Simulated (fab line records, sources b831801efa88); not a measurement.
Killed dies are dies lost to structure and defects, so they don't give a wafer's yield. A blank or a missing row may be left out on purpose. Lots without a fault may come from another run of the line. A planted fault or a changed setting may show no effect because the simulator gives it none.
Which tool did it? | flow sky130 | 13 lots, 37 wafers sampled, at 4 steps of a route of 708

WHAT THE GAUGES READ, wafer by wafer
SKY_CONTACT_OVL_MEAS_15.
lot  | measured     | on         | CONTACT_OVL (nm)
L361 | day 32 07:52 | overlay-01 | -9 -7 -11
L363 | day 32 14:44 | overlay-01 | -1 -8 5
L362 | day 32 16:50 | overlay-02 | -5 2 2
L365 | day 33 01:20 | overlay-02 | 5 10 3
L366 | day 33 07:10 | overlay-02 | -2 1 0
L368 | day 33 21:44 | overlay-01 | -1 -1 0
L367 | day 34 02:13 | overlay-02 | -2 -4 0
L371 | day 35 00:33 | overlay-01 | -9 -11 -8
L373 | day 35 10:38 | overlay-02 | 4 9 -2
L375 | day 35 23:53 | overlay-01 | 5 4 7
L378 | day 36 19:13 | overlay-01 | -3
L382 | day 38 05:07 | overlay-01 | -7 2 -6
L383 | day 38 08:31 | overlay-02 | -8 -6 -8

SKY_METAL1_RS_MEAS_05: measures by four-point-probe.
lot  | measured     | on            | METAL1_ALCU_RS (ohm/sq)
L361 | day 32 09:26 | film_metro-02 | 0.1298 0.1299 0.1302
L363 | day 32 16:17 | film_metro-03 | 0.1266 0.1264 0.1290
L362 | day 32 18:23 | film_metro-03 | 0.1287 0.1302 0.1285
L365 | day 33 02:56 | film_metro-01 | 0.1291 0.1288 0.1297
L366 | day 33 08:45 | film_metro-03 | 0.1253 0.1256 0.1279
L368 | day 33 23:23 | film_metro-01 | 0.1272 0.1304 0.1265
L367 | day 34 03:47 | film_metro-03 | 0.1260 0.1262 0.1258
L371 | day 35 02:09 | film_metro-02 | 0.1304 0.1299 0.1315
L373 | day 35 12:13 | film_metro-03 | 0.1268 0.1257 0.1270
L375 | day 36 01:27 | film_metro-03 | 0.1256 0.1289 0.1312
L378 | day 36 20:50 | film_metro-01 | 0.1295
L382 | day 38 06:41 | film_metro-02 | 0.1243 0.1277 0.1256
L383 | day 38 10:07 | film_metro-01 | 0.1277 0.1251 0.1283

WHICH TOOL RAN EACH LOT (tool, then ch and the chambers of the sampled wafers, then the start)
lot  | SKY_METAL1_SPUTTER_00        | SKY_METAL1_SPUTTER_01
L361 | pvd_sputter-04, day 32 09:16 | pvd_sputter-04, day 32 09:17
L363 | pvd_sputter-04, day 32 16:08 | pvd_sputter-04, day 32 16:10
L362 | pvd_sputter-03, day 32 18:14 | pvd_sputter-03, day 32 18:16
L365 | pvd_sputter-03, day 33 02:46 | pvd_sputter-03, day 33 02:47
L366 | pvd_sputter-02, day 33 08:34 | pvd_sputter-02, day 33 08:35
L368 | pvd_sputter-03, day 33 23:11 | pvd_sputter-03, day 33 23:12
L367 | pvd_sputter-04, day 34 03:37 | pvd_sputter-04, day 34 03:38
L371 | pvd_sputter-03, day 35 01:57 | pvd_sputter-03, day 35 01:59
L373 | pvd_sputter-02, day 35 12:05 | pvd_sputter-02, day 35 12:07
L375 | pvd_sputter-03, day 36 01:17 | pvd_sputter-03, day 36 01:19
L378 | pvd_sputter-04, day 36 20:38 | pvd_sputter-04, day 36 20:40
L382 | pvd_sputter-02, day 38 06:31 | pvd_sputter-02, day 38 06:32
L383 | pvd_sputter-02, day 38 09:55 | pvd_sputter-02, day 38 09:56
- SKY_METAL1_SPUTTER_00: material Ti, target thk 15 nm, time 10 s.
- SKY_METAL1_SPUTTER_01: material TiN, target thk 20 nm, time 16.7 s.

WHAT THE TOOLS THEMSELVES READ (means of the sampled wafers that have a number; where no wafer has one, the mark that the record gives instead)
SKY_METAL1_SPUTTER_00.
lot  | tool           | cathode_dc_power_W (W) | chamber_pressure_pa (Pa) | throttle_valve_pct (%)
L361 | pvd_sputter-04 | 2952.8                 | 0.4004                   | 30.3
L363 | pvd_sputter-04 | 2952.9                 | 0.4004                   | 30.1
L362 | pvd_sputter-03 | 2952.7                 | 0.4003                   | 29.8
L365 | pvd_sputter-03 | 2953.1                 | 0.4005                   | 30.6
L366 | pvd_sputter-02 | 2952.6                 | 0.4000                   | 30.2
L368 | pvd_sputter-03 | 2953.2                 | 0.4000                   | 30.9
L367 | pvd_sputter-04 | 2952.8                 | 0.4002                   | 30.0
L371 | pvd_sputter-03 | 2952.9                 | 0.4000                   | 29.0
L373 | pvd_sputter-02 | 2953.1                 | 0.4002                   | 30.7
L375 | pvd_sputter-03 | 2952.3                 | 0.4007                   | 30.8
L378 | pvd_sputter-04 | 2953.6                 | 0.3865                   | 29.9
L382 | pvd_sputter-02 | 2953.2                 | 0.3998                   | 30.0
L383 | pvd_sputter-02 | 2952.9                 | 0.4005                   | 30.9

SKY_METAL1_SPUTTER_01.
lot  | tool           | cathode_dc_power_W (W) | chamber_pressure_pa (Pa) | throttle_valve_pct (%)
L361 | pvd_sputter-04 | 6499.9                 | 0.3995                   | 30.3
L363 | pvd_sputter-04 | 6499.9                 | 0.4003                   | 29.9
L362 | pvd_sputter-03 | 6499.8                 | 0.3992                   | 29.8
L365 | pvd_sputter-03 | 6500.2                 | 0.3986                   | 30.6
L366 | pvd_sputter-02 | 6499.3                 | 0.3994                   | 30.4
L368 | pvd_sputter-03 | 6501.0                 | 0.4003                   | 31.0
L367 | pvd_sputter-04 | 6499.4                 | 0.3997                   | 30.0
L371 | pvd_sputter-03 | 6499.5                 | 0.4005                   | 28.9
L373 | pvd_sputter-02 | 6500.3                 | 0.4000                   | 30.6
L375 | pvd_sputter-03 | 6499.9                 | 0.4016                   | 30.8
L378 | pvd_sputter-04 | 6500.8                 | 0.4004                   | 28.9
L382 | pvd_sputter-02 | 6498.9                 | 0.3997                   | 29.8
L383 | pvd_sputter-02 | 6499.7                 | 0.4002                   | 31.0

THE ANSWER, worked out from the rows above alone
Rule: what is usual is taken from the lots themselves. Put in order of their means at a reading, lots are off if they are a third of the lots or fewer, leave a main group of 4 or more, and stand apart from it by a gap of 3 or more times the standard deviation of the main group's means; of several such gaps the widest counts. A main group whose means are all the same, to the digits that the tables above print for the reading, isn't used. A lot without any number at a reading at which 4 lots or more have one is off too. The other lots that the step has rows for count as sound. The gauges are gone through in route order, then the tools' own readings, and for those a lot's mean is taken as printed above. The first step at which some lot is off is used, and at that step the reading that is off furthest; a lot without a number counts as furthest.
Off: L378, at SKY_METAL1_SPUTTER_00 (chamber_pressure_pa). The main group: mean 0.4002 Pa, standard deviation 0.00025.
A tool fits if, at that step or a process step before it, it ran every lot that is off, and no sound lot after the first of them. One fits: pvd_sputter-04 at SKY_METAL1_SPUTTER_00. Its last sound lot is L367 (day 34 03:37), its first lot that is off L378 (day 36 20:38): a fault that began between those two fits.
The tool's own readings at SKY_METAL1_SPUTTER_00 bear it out: on the lots that are off they differ by more than 5 times the standard deviation of the sound lots' means. chamber_pressure_pa reads 0.3865 Pa there against 0.4002 Pa on the sound lots.

WHAT THE SIMULATOR HAD PUT IN
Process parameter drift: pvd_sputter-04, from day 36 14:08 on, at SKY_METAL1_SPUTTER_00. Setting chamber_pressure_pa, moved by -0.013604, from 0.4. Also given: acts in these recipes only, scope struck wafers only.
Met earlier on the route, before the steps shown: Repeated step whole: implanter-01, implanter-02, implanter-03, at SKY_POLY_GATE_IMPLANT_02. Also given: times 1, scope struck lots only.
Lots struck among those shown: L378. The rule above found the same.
